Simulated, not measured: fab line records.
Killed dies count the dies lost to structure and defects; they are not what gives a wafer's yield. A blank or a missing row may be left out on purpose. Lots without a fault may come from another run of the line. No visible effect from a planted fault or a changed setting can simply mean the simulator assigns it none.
A single fault, viewed from 2 desks    flow gf180mcu    numbers are kept per desk, each desk with only its own; the story behind them comes last

## FROM THE METROLOGY DESK
Lot by lot, what the gauges showed, no matter which tool ran the lot: averages of those sampled wafers that carry a number. Any lot whose mean is over 4 standard deviations away from the usual mean is out of limits and marked OUT; that distance is given in the brackets.
Columns: A = HV_LDD_02_OVL at GF_HV_LDD_OVL_MEAS_32, usual 0.3 nm; B = HV_LDD_3_TW at GF_HV_LDD_TW_MEAS_38, usual 1432; C = HV_LDD_03_OVL at GF_HV_LDD_OVL_MEAS_47, usual -0.3 nm; D = HV_LDD_RS at GF_HV_LDD_RS_MEAS_53, usual 418.8 ohm/sq
lot   first seen here  A     B                C     D
L690  day 11 19:03     1.6   1436             0.1   418.0
L692  day 12 10:40     0.5   1418             -2.8  418.4
L694  day 12 20:00     0.5   1438             -0.9  419.0
L695  day 13 06:04     0.9   1452             -0.5  419.2
L697  day 13 21:32     -1.9  1432             -1.3  419.1
L699  day 14 08:05     -1.5  1348 (-5.2) OUT  0.4   430.3 (+11) OUT
L702  day 15 07:37     1.6   1352 (-5.0) OUT  -1.9  431.3 (+12) OUT
L709  day 17 18:17     -0.5  1416             0.0   419.5
L710  day 18 03:39     2.8   1429             -1.6  419.7
L711  day 18 10:02     -0.9  1454             1.5   418.3
L712  day 18 20:27     -0.8  1417             -1.5  417.0
L713  day 18 23:58     -0.0  1414             2.2   419.5
Per this desk, out of limits: L699, L702; the first was L699, day 14 08:49 (HV_LDD_3_TW at GF_HV_LDD_TW_MEAS_38). L690, L692, L694, L695, L697, L709, L710, L711, L712, L713 stayed within limits.

## THE TOOL OWNER'S DESK: implanter-02
For each lot that ran on this tool, the mean over its sampled wafers that have a number, from the tool's own readings at GF_HV_LDD_IMPLANT_33. Any lot whose mean is over 4 standard deviations away from the usual mean is out of limits and marked OUT; that distance is given in the brackets.
Columns: A = dose-ions-cm2 at GF_HV_LDD_IMPLANT_33, usual 7.497e+12; B = faraday-current-uA at GF_HV_LDD_IMPLANT_33, usual 42.2
lot   first seen here  A                            B
L692  day 12 10:44     7.487e+12                    41.4
L694  day 12 20:04     7.506e+12                    42.8
L695  day 13 06:06     7.510e+12                    41.3
L697  day 13 21:35     7.487e+12                    42.3
L699  day 14 08:09     3.258e+12 (-99 or more) OUT  18.4 (-26) OUT
L702  day 15 07:41     3.251e+12 (-99 or more) OUT  18.1 (-27) OUT
L709  day 17 18:21     7.491e+12                    42.0
L713  day 19 00:02     7.502e+12                    42.5
Finding of this desk: L699, L702 out of limits; the first was L699 at day 14 08:09, on dose-ions-cm2 at GF_HV_LDD_IMPLANT_33. L692, L694, L695, L697, L709, L713 stayed within limits.

## PUT TOGETHER
An alarm could have come from the tool owner's desk at day 14 08:09, on L699, L702.
On L699, L702, the metrology desk was in a position to raise an alarm at day 14 08:49.
On implanter-02, each named lot ran GF_HV_LDD_IMPLANT_33.

## WHAT HAD BEEN PUT IN BY THE SIMULATOR
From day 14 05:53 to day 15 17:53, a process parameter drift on implanter-02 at GF_HV_LDD_IMPLANT_33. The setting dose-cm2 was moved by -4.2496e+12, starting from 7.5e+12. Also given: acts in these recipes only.
Struck lots among those shown: L699, L702.
Time in hours from fault onset to the first out-of-limits reading at each desk: tool owner's desk 2, metrology desk 3.
